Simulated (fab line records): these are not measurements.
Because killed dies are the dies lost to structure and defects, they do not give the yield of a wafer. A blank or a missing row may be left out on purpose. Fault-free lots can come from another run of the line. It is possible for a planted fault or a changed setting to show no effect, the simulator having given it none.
The same fault as seen by 2 desks | flow sky130 | only its own numbers are on each desk; what lay behind them is given at the end

== TOOL OWNER'S DESK, pecvd-01 ==
The tool's own readings at SKY_PASSIVATION_CVD_00 (deposits SiO2, target thk 90 nm): means of the sampled wafers that have a number, for each lot that ran on this tool. A lot is out of limits, marked OUT, if its mean lies more than 4 standard deviations from the usual mean; the brackets give that distance.
Columns: A = heater power w at SKY_PASSIVATION_CVD_00, usual 690 W; B = rf fwd power W at SKY_PASSIVATION_CVD_00, usual 589 W
lot  | first seen here | A   | B
L589 | day 44 03:08    | 657 | 589
L596 | day 45 15:31    | 673 | 588
L601 | day 47 09:41    | 688 | 587
L607 | day 48 12:22    | 679 | 588
L610 | day 49 01:22    | 651 | 622 (+11) OUT
L611 | day 49 08:47    | 635 | 620 (+10) OUT
This desk's finding: out of limits on L610, L611; first on L610, day 49 01:22 (rf fwd power W at SKY_PASSIVATION_CVD_00). In limits: L589, L596, L601, L607.

== THE METROLOGY DESK ==
What the gauges read for every lot (on any tool): the sampled wafers with a number, averaged. A lot is out of limits, marked OUT, if its mean lies more than 4 standard deviations from the usual mean; the brackets give that distance.
Columns: A = CAP2M_CVD_00_THK at SKY_CAP2M_THK_MEAS_01, usual 15.49 nm; B = VIA4_OVL at SKY_VIA4_OVL_MEAS_11, usual -0.4 nm; C = PASSIVATION_CVD_00_THK at SKY_PASSIVATION_THK_MEAS_01, usual 90.1 nm
lot  | first seen here | A     | B    | C
L589 | day 40 01:10    | 15.41 | -2.1 | 89.3
L590 | day 40 01:28    | 15.35 | 1.0  | 89.5
L594 | day 41 05:19    | 15.39 | -0.7 | 90.4
L596 | day 41 17:12    | 15.56 | -1.3 | 89.4
L595 | day 41 17:34    | 15.63 | -0.1 | 90.2
L603 | day 43 10:23    | 15.50 | -2.5 | 90.0
L602 | day 43 14:07    | 15.33 | 0.9  | 89.2
L601 | day 43 16:02    | 15.75 | -0.3 | 90.8
L607 | day 44 22:34    | 15.53 | -1.1 | 90.2
L610 | day 45 14:34    | 15.66 | -0.0 | 90.4
L611 | day 45 22:44    | 15.52 | 1.4  | 92.6
L612 | day 46 01:14    | 15.64 | 0.1  | 90.7
Result from this desk: across the 12 lots, nothing is out of limits.

== BROUGHT TOGETHER ==
An alarm could have come from the tool owner's desk at day 49 01:22, on L610, L611.
At the metrology desk, nothing out of limits was observed.
The metrology desk has L610, L611 on record, within its limits.
Of the lots named, all ran SKY_PASSIVATION_CVD_00 on pecvd-01.

== WHAT HAD BEEN PUT IN BY THE SIMULATOR ==
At SKY_PASSIVATION_CVD_00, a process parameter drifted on pecvd-01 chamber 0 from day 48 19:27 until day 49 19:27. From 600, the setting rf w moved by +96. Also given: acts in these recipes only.
Struck lots among those shown: L610, L611.
Hours from the fault's start to each desk's first reading out of limits: the tool owner's desk, 6.
